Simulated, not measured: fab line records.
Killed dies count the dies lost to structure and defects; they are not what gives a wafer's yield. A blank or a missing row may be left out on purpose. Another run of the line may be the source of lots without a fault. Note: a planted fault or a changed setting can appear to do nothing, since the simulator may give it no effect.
fab line records + flow gf180mcu
record
- lots=6
- wafers=18
- last-day=34
route steps=602 shown V1@361 M2@362
lots with no fault: from the same line, run without faults
start-h: start of the lot's first displayed wafer, in hours after the record's first day + wait-h: time in hours since the lot's previous step + " the same as in the row above + L1.1+2: a row that stands for several wafers + - either no value or no given start + * or withheld: withheld + < > ~ a bound
route shown NAME@n: a module of which the file shows steps, and the number in the route of the first + usual: mean/standard deviation of fault-free wafers + same: alike in all rows + chamber/n: place in a boat + sites: per-site readings + _std_site: standard deviation across them + _edge_site: inner sites' mean taken away from outer sites' mean + radius-mm: for every site, how far away it sits from the centre of the wafer + mask NAME#n: copy n + behind: the tool/chamber that last shaped the wafer + hold: the reason the lot was held/the length of the hold in hours/how it ended + device: whichever transistor did not switch (one of n, p or np) + end of line: tests run on the same wafers once the route is complete + a step given without rows: its recipe and nothing more + killed: not the wafer's yield, but the dies lost to structure and defects at the first sort + map: shows each die of a wafer: x if killed, . if not, _ if none is there
set.NAME: the setting that was run; set.NAME@STEP: the one run at that earlier step + model.NAME: the simulator's own value behind a step, which no gauge read
a table for each step, a row for each wafer; lots at some steps of the route
services: when a tool's chamber went out of use (start-h, in hours from the record's first day, below 0 if earlier), for how many hours, and the reason
## steps
# step GF_V1_CMP_26
# recipe
- stop-on=SiO2
- down-force-psi=3.5
- platen-rpm=60
- t-overpolish-s=15
- target-thk-nm=0
- pad-velocity-m-s=0.94248
# step GF_M2_SPUTTER_00
# recipe
- material=Ti
- target-thk-nm=37.5
- arriving-ion-energy-ev=80
- substrate-temp-c=200
- chamber-pressure-pa=2
- power-w=4000
- time-s=150
# usual
- throttle-valve-pct=30.7/0.9
| lot.wafer | tool           | chamber | start-h | wait-h | throttle-valve-pct |
|-----------|----------------|---------|---------|--------|--------------------|
| L588.1    | pvd-sputter-03 | -       | 422.88  | 0.1    | 29.7               |
| L588.2    | "              | -       | "       | "      | 32.7               |
| L588.5    | "              | -       | "       | "      | 28.5               |
| L590.1    | pvd-sputter-01 | -       | 447.12  | 0.1    | 30.7               |
| L590.2    | "              | -       | "       | "      | 31.7               |
| L590.3    | "              | -       | "       | "      | 31.1               |
| L591.1    | pvd-sputter-03 | -       | 455.40  | 0.2    | 32.7               |
| L591.3    | "              | -       | "       | "      | 28.8               |
| L591.4    | "              | -       | "       | "      | 29.9               |
| L592.2    | pvd-sputter-01 | -       | 466.52  | 0.2    | 31.2               |
| L592.3    | "              | -       | "       | "      | 30.2               |
| L592.6    | "              | -       | "       | "      | 30.4               |
| L607.2    | pvd-sputter-04 | -       | 591.67  | 0.1    | 30.6               |
| L607.3    | "              | -       | "       | "      | 31.6               |
| L607.5    | "              | -       | "       | "      | 30.6               |
| L608.1    | pvd-sputter-04 | -       | 594.01  | 0.1    | 31.4               |
| L608.3    | "              | -       | "       | "      | 30.8               |
| L608.5    | "              | -       | "       | "      | 31.8               |
# step GF_M2_SPUTTER_01
# recipe
- material=TiN
- target-thk-nm=30
- power-w=6500
- time-s=25
- chamber-pressure-pa=0.4
# usual
- throttle-valve-pct=30.7/0.9
| lot.wafer | tool           | chamber | start-h | wait-h | throttle-valve-pct |
|-----------|----------------|---------|---------|--------|--------------------|
| L588.1    | pvd-sputter-03 | -       | 422.98  | 0.1    | 29.6               |
| L588.2    | "              | -       | "       | "      | 32.9               |
| L588.5    | "              | -       | "       | "      | 28.7               |
| L590.1    | pvd-sputter-01 | -       | 447.22  | 0.1    | 30.4               |
| L590.2    | "              | -       | "       | "      | 31.6               |
| L590.3    | "              | -       | "       | "      | 31.3               |
| L591.1    | pvd-sputter-03 | -       | 455.50  | 0.1    | 32.8               |
| L591.3    | "              | -       | "       | "      | 28.6               |
| L591.4    | "              | -       | "       | "      | 29.7               |
| L592.2    | pvd-sputter-01 | -       | 466.62  | 0.1    | 31.0               |
| L592.3    | "              | -       | "       | "      | 30.4               |
| L592.6    | "              | -       | "       | "      | 30.2               |
| L607.2    | pvd-sputter-04 | -       | 591.77  | 0.1    | 30.6               |
| L607.3    | "              | -       | "       | "      | 31.5               |
| L607.5    | "              | -       | "       | "      | 30.6               |
| L608.1    | pvd-sputter-04 | -       | 594.11  | 0.1    | 31.4               |
| L608.3    | "              | -       | "       | "      | 30.5               |
| L608.5    | "              | -       | "       | "      | 31.6               |
# step GF_M2_SPUTTER_02
# recipe
- material=AlCu
- target-thk-nm=450
- power-w=10600
- time-s=23.9
- chamber-pressure-pa=0.4
# usual
- throttle-valve-pct=30.7/0.92
| lot.wafer | tool           | chamber | start-h | wait-h | throttle-valve-pct |
|-----------|----------------|---------|---------|--------|--------------------|
| L588.1    | pvd-sputter-03 | -       | 423.01  | 0.0    | 29.8               |
| L588.2    | "              | -       | "       | "      | 33.0               |
| L588.5    | "              | -       | "       | "      | 28.8               |
| L590.1    | pvd-sputter-01 | -       | 447.25  | 0.0    | 30.6               |
| L590.2    | "              | -       | "       | "      | 31.8               |
| L590.3    | "              | -       | "       | "      | 31.0               |
| L591.1    | pvd-sputter-03 | -       | 455.53  | 0.0    | 32.7               |
| L591.3    | "              | -       | "       | "      | 28.7               |
| L591.4    | "              | -       | "       | "      | 30.0               |
| L592.2    | pvd-sputter-01 | -       | 466.65  | 0.0    | 31.0               |
| L592.3    | "              | -       | "       | "      | 30.4               |
| L592.6    | "              | -       | "       | "      | 30.2               |
| L607.2    | pvd-sputter-04 | -       | 591.80  | 0.0    | 30.8               |
| L607.3    | "              | -       | "       | "      | 31.5               |
| L607.5    | "              | -       | "       | "      | 30.6               |
| L608.1    | pvd-sputter-04 | -       | 594.14  | 0.0    | 31.6               |
| L608.3    | "              | -       | "       | "      | 30.6               |
| L608.5    | "              | -       | "       | "      | 31.3               |
# step GF_M2_SPUTTER_03
# recipe
- material=Ti
- target-thk-nm=10
- substrate-temp-c=300
- chamber-pressure-pa=0.3
- power-w=3000
- time-s=6.7
# usual
- throttle-valve-pct=30.7/0.89
| lot.wafer | tool           | chamber | start-h | wait-h | throttle-valve-pct |
|-----------|----------------|---------|---------|--------|--------------------|
| L588.1    | pvd-sputter-03 | -       | 423.04  | 0.0    | 29.5               |
| L588.2    | "              | -       | "       | "      | 33.1               |
| L588.5    | "              | -       | "       | "      | 29.0               |
| L590.1    | pvd-sputter-01 | -       | 447.28  | 0.0    | 30.2               |
| L590.2    | "              | -       | "       | "      | 31.8               |
| L590.3    | "              | -       | "       | "      | 31.0               |
| L591.1    | pvd-sputter-03 | -       | 455.56  | 0.0    | 33.2               |
| L591.3    | "              | -       | "       | "      | 28.6               |
| L591.4    | "              | -       | "       | "      | 29.9               |
| L592.2    | pvd-sputter-01 | -       | 466.68  | 0.0    | 31.1               |
| L592.3    | "              | -       | "       | "      | 30.2               |
| L592.6    | "              | -       | "       | "      | 30.7               |
| L607.2    | pvd-sputter-04 | -       | 591.83  | 0.0    | 30.4               |
| L607.3    | "              | -       | "       | "      | 31.5               |
| L607.5    | "              | -       | "       | "      | 30.7               |
| L608.1    | pvd-sputter-04 | -       | 594.17  | 0.0    | 31.2               |
| L608.3    | "              | -       | "       | "      | 30.6               |
| L608.5    | "              | -       | "       | "      | 31.4               |
# step GF_M2_SPUTTER_04
# recipe
- material=TiN
- target-thk-nm=50
- power-w=6500
- time-s=41.7
- chamber-pressure-pa=0.4
# usual
- throttle-valve-pct=30.7/0.89
| lot.wafer | tool           | chamber | start-h | wait-h | throttle-valve-pct |
|-----------|----------------|---------|---------|--------|--------------------|
| L588.1    | pvd-sputter-03 | -       | 423.06  | 0.0    | 29.5               |
| L588.2    | "              | -       | "       | "      | 33.1               |
| L588.5    | "              | -       | "       | "      | 28.9               |
| L590.1    | pvd-sputter-01 | -       | 447.30  | 0.0    | 30.5               |
| L590.2    | "              | -       | "       | "      | 31.9               |
| L590.3    | "              | -       | "       | "      | 31.0               |
| L591.1    | pvd-sputter-03 | -       | 455.58  | 0.0    | 33.0               |
| L591.3    | "              | -       | "       | "      | 28.8               |
| L591.4    | "              | -       | "       | "      | 29.8               |
| L592.2    | pvd-sputter-01 | -       | 466.70  | 0.0    | 31.2               |
| L592.3    | "              | -       | "       | "      | 30.5               |
| L592.6    | "              | -       | "       | "      | 30.5               |
| L607.2    | pvd-sputter-04 | -       | 591.85  | 0.0    | 30.7               |
| L607.3    | "              | -       | "       | "      | 31.4               |
| L607.5    | "              | -       | "       | "      | 30.8               |
| L608.1    | pvd-sputter-04 | -       | 594.20  | 0.0    | 31.4               |
| L608.3    | "              | -       | "       | "      | 30.6               |
| L608.5    | "              | -       | "       | "      | 31.7               |
# step GF_M2_RS_MEAS_05
# recipe
- thk-meas-gauge=four-point-probe
- reads=TiN_of_M2_SPUTTER_04+Ti_of_M2_SPUTTER_03+AlCu_of_M2_SPUTTER_02+TiN_of_M2_SPUTTER_01+Ti_of_M2_SPUTTER_00
# usual
- M2_ALCU_RS=0.0699/0.00073
| lot.wafer | tool          | chamber | start-h | wait-h | M2_ALCU_RS[ohm/sq] |
|-----------|---------------|---------|---------|--------|--------------------|
| L588.1    | film-metro-01 | -       | 423.10  | 0.0    | 0.0690             |
| L588.2    | "             | -       | "       | "      | 0.0688             |
| L588.5    | "             | -       | "       | "      | 0.0684             |
| L590.1    | film-metro-04 | -       | 447.34  | 0.0    | 0.0698             |
| L590.2    | "             | -       | "       | "      | 0.0705             |
| L590.3    | "             | -       | "       | "      | 0.0697             |
| L591.1    | film-metro-04 | -       | 455.62  | 0.0    | 0.0699             |
| L591.3    | "             | -       | "       | "      | 0.0693             |
| L591.4    | "             | -       | "       | "      | 0.0695             |
| L592.2    | film-metro-03 | -       | 466.76  | 0.0    | 0.0693             |
| L592.3    | "             | -       | "       | "      | 0.0697             |
| L592.6    | "             | -       | "       | "      | 0.0693             |
| L607.2    | film-metro-03 | -       | 591.91  | 0.0    | 0.0701             |
| L607.3    | "             | -       | "       | "      | 0.0701             |
| L607.5    | "             | -       | "       | "      | 0.0701             |
| L608.1    | film-metro-04 | -       | 594.23  | 0.0    | 0.0710             |
| L608.3    | "             | -       | "       | "      | 0.0703             |
| L608.5    | "             | -       | "       | "      | 0.0700             |
# step GF_M2_THK_MEAS_06
# recipe
- thk-meas-gauge=xrf
- reads=AlCu_of_M2_SPUTTER_02
# usual
- M2_ALCU_THK=447/5.6
| lot.wafer | tool          | chamber | start-h | wait-h | M2_ALCU_THK[nm] |
|-----------|---------------|---------|---------|--------|-----------------|
| L588.1    | film-metro-01 | -       | 423.22  | 0.1    | 453             |
| L588.2    | "             | -       | "       | "      | 452             |
| L588.5    | "             | -       | "       | "      | 455             |
| L590.1    | film-metro-04 | -       | 447.46  | 0.1    | 444             |
| L590.2    | "             | -       | "       | "      | 440             |
| L590.3    | "             | -       | "       | "      | 448             |
| L591.1    | film-metro-04 | -       | 455.74  | 0.1    | 444             |
| L591.3    | "             | -       | "       | "      | 449             |
| L591.4    | "             | -       | "       | "      | 447             |
| L592.2    | film-metro-03 | -       | 466.87  | 0.1    | 456             |
| L592.3    | "             | -       | "       | "      | 455             |
| L592.6    | "             | -       | "       | "      | 457             |
| L607.2    | film-metro-03 | -       | 592.02  | 0.1    | 447             |
| L607.3    | "             | -       | "       | "      | 449             |
| L607.5    | "             | -       | "       | "      | 450             |
| L608.1    | film-metro-04 | -       | 594.35  | 0.1    | 439             |
| L608.3    | "             | -       | "       | "      | 438             |
| L608.5    | "             | -       | "       | "      | 442             |
# step GF_M2_DEHYDRATE_07
# recipe
- temp-c=200
- time-s=60
# step GF_M2_HMDS_08
# recipe
- prime-time-s=60
- prime-temp-c=120
# step GF_M2_COAT_09
# recipe
- resist=KrF
- spin-rpm=withheld
- resist-thk-nm=1000
# step GF_M2_SOFTBAKE_10
# recipe
- temp-c=130
- time-s=60
- resist=KrF
# step GF_M2_EXPOSE_11
# recipe
- mask-id=Metal2
- target-cd-nm=280
- na=0.68
- source-shape=conventional
- sigma-outer=0.6
- dose-mj=28
# usual
- exposure-dose-mJ-cm2=28.003/0.028
- focus-offset-nm=-0.1/0.54
| lot.wafer | tool           | chamber | start-h | wait-h | mask     | exposure-dose-mJ-cm2 | focus-offset-nm |
|-----------|----------------|---------|---------|--------|----------|----------------------|-----------------|
| L588.1    | krf-scanner-01 | 0       | 435.93  | -      | Metal2#0 | 28.001               | -0.1            |
| L588.2    | "              | 0       | "       | "      | Metal2#0 | 27.975               | 0.2             |
| L588.5    | "              | 0       | "       | "      | Metal2#0 | 27.979               | 0.2             |
| L590.1    | krf-scanner-02 | 0       | 459.69  | -      | Metal2#0 | 28.026               | 0.4             |
| L590.2    | "              | 0       | "       | "      | Metal2#0 | 28.044               | 0.8             |
| L590.3    | "              | 0       | "       | "      | Metal2#0 | 28.050               | -0.1            |
| L591.1    | krf-scanner-01 | -       | 468.19  | -      | Metal2#0 | -                    | -               |
| L591.3    | "              | -       | "       | "      | Metal2#0 | -                    | -               |
| L591.4    | "              | -       | "       | "      | Metal2#0 | -                    | -               |
| L592.2    | krf-scanner-02 | -       | 479.01  | -      | Metal2#0 | -                    | -               |
| L592.3    | "              | -       | "       | "      | Metal2#0 | -                    | -               |
| L592.6    | "              | -       | "       | "      | Metal2#0 | -                    | -               |
| L607.2    | krf-scanner-01 | 0       | 602.28  | -      | Metal2#0 | 27.978               | -0.2            |
| L607.3    | "              | 0       | "       | "      | Metal2#0 | 27.994               | -0.6            |
| L607.5    | "              | 0       | "       | "      | Metal2#0 | 27.999               | -0.6            |
| L608.1    | krf-scanner-02 | 0       | 605.07  | -      | Metal2#0 | 27.996               | -0.4            |
| L608.3    | "              | 0       | "       | "      | Metal2#0 | 28.007               | -0.9            |
| L608.5    | "              | 0       | "       | "      | Metal2#0 | 28.030               | -0.2            |
# step GF_M2_PEB_12
# recipe
- peb-temp-c=135
- peb-time-s=90
- resist=KrF
## services
| tool           | chamber | start-h | hours | kind   |
|----------------|---------|---------|-------|--------|
| krf-scanner-02 | -       | 421.46  | 0.2   | repair |
| krf-scanner-01 | -       | 423.54  | 4.0   | repair |
| krf-scanner-02 | -       | 429.88  | 1.3   | pm     |
| krf-scanner-02 | -       | 431.18  | 1.0   | pm     |
| krf-scanner-02 | -       | 441.73  | 0.8   | pm     |
| krf-scanner-01 | -       | 455.43  | 0.8   | pm     |
| krf-scanner-01 | -       | 459.59  | 3.0   | repair |
| krf-scanner-01 | -       | 474.31  | 1.0   | pm     |
| pvd-sputter-03 | -       | 488.68  | 24.3  | repair |
| krf-scanner-01 | -       | 501.25  | 0.7   | repair |
| pvd-sputter-01 | -       | 502.23  | 3.8   | repair |
| krf-scanner-02 | -       | 506.86  | 0.6   | repair |
| pvd-sputter-04 | -       | 548.10  | 1.1   | repair |
| krf-scanner-01 | -       | 552.29  | 1.3   | pm     |
| pvd-sputter-03 | -       | 552.84  | 5.5   | repair |
| krf-scanner-02 | -       | 599.33  | 1.0   | pm     |
## key
first-sign
- step=GF_M2_EXPOSE_11
- reading=tool-record
- direction=missing
effect none on later readings
met-at GF_M2_EXPOSE_11
struck-wafers L591.1,L591.3,L591.4,L592.2,L592.3,L592.6
later-rows-left-out L591.1,L591.3,L591.4,L592.2,L592.3,L592.6
sort-left-out L591.1,L591.3,L591.4,L592.2,L592.3,L592.6
onset-between 459.69 468.19
fault
- kind=skipped-step-whole
- tool=krf-scanner-01,krf-scanner-02
- chamber=-
- onset-h=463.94
- steps=GF_M2_EXPOSE_11
- scope=struck-lots-only
# sort-left-out: the simulated sort isn't trusted on such a fault, so these wafers' sort isn't shown, and their yield isn't known
# later-rows-left-out: the simulator's readings of these wafers behind a module that went badly wrong aren't trusted and aren't shown, but for the sort
